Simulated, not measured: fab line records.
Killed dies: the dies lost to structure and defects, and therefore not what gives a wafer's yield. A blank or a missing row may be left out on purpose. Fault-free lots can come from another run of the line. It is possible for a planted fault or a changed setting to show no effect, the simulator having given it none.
Which tool is to blame? ; flow sky130 ; 14 lots, 42 wafers sampled, at 5 steps of a route of 708

== WHAT THE GAUGES SHOWED, per wafer ==
SKY_FIELD_ISO_THK_MEAS_04. Usual: FIELD_ISO_CVD_03_THK 165.7 nm, standard deviation 1.4.
lot;measured;on;FIELD_ISO_CVD_03_THK (nm);flag
L480;day 1 18:29;film metro-03;165.5 166.1 166.8;
L484;day 2 15:49;film metro-04;163.8 163.6 163.7;
L485;day 2 21:18;film metro-04;164.8 165.7 166.0;
L488;day 3 12:49;film metro-03;165.8 164.9 165.0;
L489;day 3 15:49;film metro-02;165.4 166.3 165.7;
L490;day 3 20:53;film metro-04;167.8 169.7 169.5;
L491;day 4 03:43;film metro-04;165.6 165.2 165.0;
L492;day 4 12:30;film metro-02;164.6 165.0 164.8;
L497;day 5 12:26;film metro-02;167.6 166.6 166.8;
L498;day 5 15:16;film metro-02;165.9 165.6 165.5;
L499;day 5 19:22;film metro-04;165.6 164.6 165.2;
L500;day 5 23:07;film metro-02;166.1 166.2 166.7;
L501;day 6 06:44;film metro-04;166.7 167.6 164.9;
L502;day 6 09:46;film metro-02;165.9 165.2 165.5;

SKY_DNWELL_TW_MEAS_09. Usual: DNWELL_TW 1115, standard deviation 8.4.
lot;measured;on;DNWELL_TW;flag
L480;day 3 09:04;film metro-01;1120 1117 1127;
L484;day 4 07:26;film metro-02;1124 1119 1112;
L485;day 4 13:39;film metro-02;1117 1120 1115;
L488;day 5 18:59;film metro-01;30 30 30;OFF
L489;day 5 16:51;film metro-03;1129 1123 1128;
L490;day 5 18:35;film metro-02;1109 1104 1102;
L491;day 6 03:05;film metro-01;30 30 30;OFF
L492;day 6 10:27;film metro-02;1104 1109 1117;
L497;day 7 08:47;film metro-02;1106 1106 1108;
L498;day 7 14:18;film metro-01;1103 1104 1104;
L499;day 7 17:41;film metro-02;1104 1107 1104;
L500;day 7 20:29;film metro-02;1108 1111 1120;
L501;day 8 07:56;film metro-03;1122 1123 1117;
L502;day 8 14:49;film metro-02;1115 1112 1115;

SKY_VT_ADJUST_LVTN_OVL_MEAS_18. Usual: VT_ADJUST_LVTN_01_OVL -1.0 nm, standard deviation 1.2.
lot;measured;on;VT_ADJUST_LVTN_01_OVL (nm);flag
L480;day 7 20:25;overlay-02;-2.1 -2.3 -1.6;
L484;day 8 23:39;overlay-02;-1.2 -0.3 -0.4;
L485;day 9 08:11;overlay-01;-0.2 -0.3 -0.2;
L488;day 10 22:11;overlay-01;-1.8 -1.8 -2.3;
L489;day 10 19:59;overlay-02;-0.8 -0.4 0.3;
L490;day 10 21:11;overlay-02;-0.1 0.8 -1.6;
L491;day 11 06:38;overlay-01;-1.6 -1.2 -1.5;
L492;day 11 16:35;overlay-02;-0.7 -2.0 -1.3;
L497;day 12 20:51;overlay-01;2.4 1.4 0.8;
L498;day 13 03:17;overlay-02;-2.0 -1.4 -1.5;
L499;day 13 07:14;overlay-02;0.9 0.1 -0.2;
L500;day 13 11:07;overlay-01;-0.8 -1.8 -2.5;
L501;day 14 03:36;overlay-02;-1.5 -1.6 -1.0;
L502;day 14 12:14;overlay-02;-1.6 -3.0 -2.6;

SKY_VT_ADJUST_NCORE_TW_MEAS_11. Usual: VT_ADJUST_NCORE_TW 216.6, standard deviation 2.7.
lot;measured;on;VT_ADJUST_NCORE_TW;flag
L480;day 8 16:33;film metro-02;219.5 218.4 218.7;
L484;day 9 21:11;film metro-04;215.0 216.5 215.1;
L485;day 10 06:39;film metro-02;218.4 217.5 218.4;
L488;day 11 21:13;film metro-04;214.6 213.3 213.9;
L489;day 11 19:16;film metro-02;216.8 218.0 216.7;
L490;day 11 20:26;film metro-04;212.3 214.2 213.2;
L491;day 12 06:45;film metro-03;221.2 221.2 221.5;
L492;day 12 16:39;film metro-04;212.1 212.9 211.9;
L497;day 13 22:40;film metro-04;213.0 212.8 213.2;
L498;day 14 05:07;film metro-02;217.1 216.7 216.5;
L499;day 14 09:32;film metro-04;212.3 212.4 212.9;
L500;day 14 13:18;film metro-03;220.0 221.0 222.0;
L501;day 15 06:20;film metro-03;219.5 219.6 219.8;
L502;day 15 14:44;film metro-02;218.1 217.6 218.9;

== WHAT TOOL EACH LOT RAN ON (gives the tool, then ch and the chambers of the sampled wafers, and finally the start) ==
lot;SKY_DNWELL_EXPOSE_04
L480;iline stepper-01 ch 0, day 3 01:26
L484;iline stepper-02 ch 0, day 3 22:49
L485;iline stepper-02 ch 0, day 4 05:46
L488;iline stepper-01, day 5 10:31
L489;iline stepper-02 ch 0, day 5 08:50
L490;iline stepper-02 ch 0, day 5 09:47
L491;iline stepper-01, day 5 17:13
L492;iline stepper-01 ch 0, day 6 01:15
L497;iline stepper-01 ch 0, day 6 23:35
L498;iline stepper-02 ch 0, day 7 03:46
L499;iline stepper-02 ch 0, day 7 07:35
L500;iline stepper-02 ch 0, day 7 10:24
L501;iline stepper-01 ch 0, day 7 22:34
L502;iline stepper-01 ch 0, day 8 04:53
- SKY_DNWELL_EXPOSE_04: exposes mask DNM, target cd 3000 nm.

== WHAT THE TOOLS THEMSELVES READ (means of the sampled wafers that have a number; where no wafer has one, the mark that the record gives instead) ==
SKY_DNWELL_EXPOSE_04. Usual: exposure dose mJ cm2 221.98, standard deviation 0.22; focus offset nm -0.1 nm, standard deviation 0.52.
lot;tool;exposure dose mJ cm2;focus offset nm (nm);flag
L480;iline stepper-01;221.73;-0.3;
L484;iline stepper-02;222.03;-0.1;
L485;iline stepper-02;221.81;-1.1;
L488;iline stepper-01;-;-;OFF
L489;iline stepper-02;222.14;-0.3;
L490;iline stepper-02;221.98;-0.2;
L491;iline stepper-01;-;-;OFF
L492;iline stepper-01;221.85;0.4;
L497;iline stepper-01;221.98;-0.2;
L498;iline stepper-02;222.03;0.1;
L499;iline stepper-02;222.01;0.2;
L500;iline stepper-02;221.73;0.2;
L501;iline stepper-01;221.64;-0.2;
L502;iline stepper-01;221.96;-0.3;

== THE ANSWER, worked out from the rows above alone ==
Rule: take the mean of a lot's wafers that have a number; if it is more than 3 standard deviations from the usual mean, the lot is off. Also off: a lot with no number at a reading for which 4 or more lots have one. Any other lot the step has rows for is counted as sound. The gauges are gone through in route order, then the tools' own readings, and for those a lot's mean is taken as printed above. At the first step where some lot is off, the reading lying furthest off is the one used; lots without a number count as furthest.
Off: L488, L491, at SKY_DNWELL_TW_MEAS_09 (DNWELL_TW).
A tool fits if, at a process step before that reading, it ran every lot that is off, and no sound lot after the first of them. The gauges at SKY_DNWELL_TW_MEAS_09 aren't tried: what is off there is off at SKY_DNWELL_EXPOSE_04 too, on other tools, and a gauge's error can't cause that. None of those tried fits.

== WHAT THE SIMULATOR PUT IN ==
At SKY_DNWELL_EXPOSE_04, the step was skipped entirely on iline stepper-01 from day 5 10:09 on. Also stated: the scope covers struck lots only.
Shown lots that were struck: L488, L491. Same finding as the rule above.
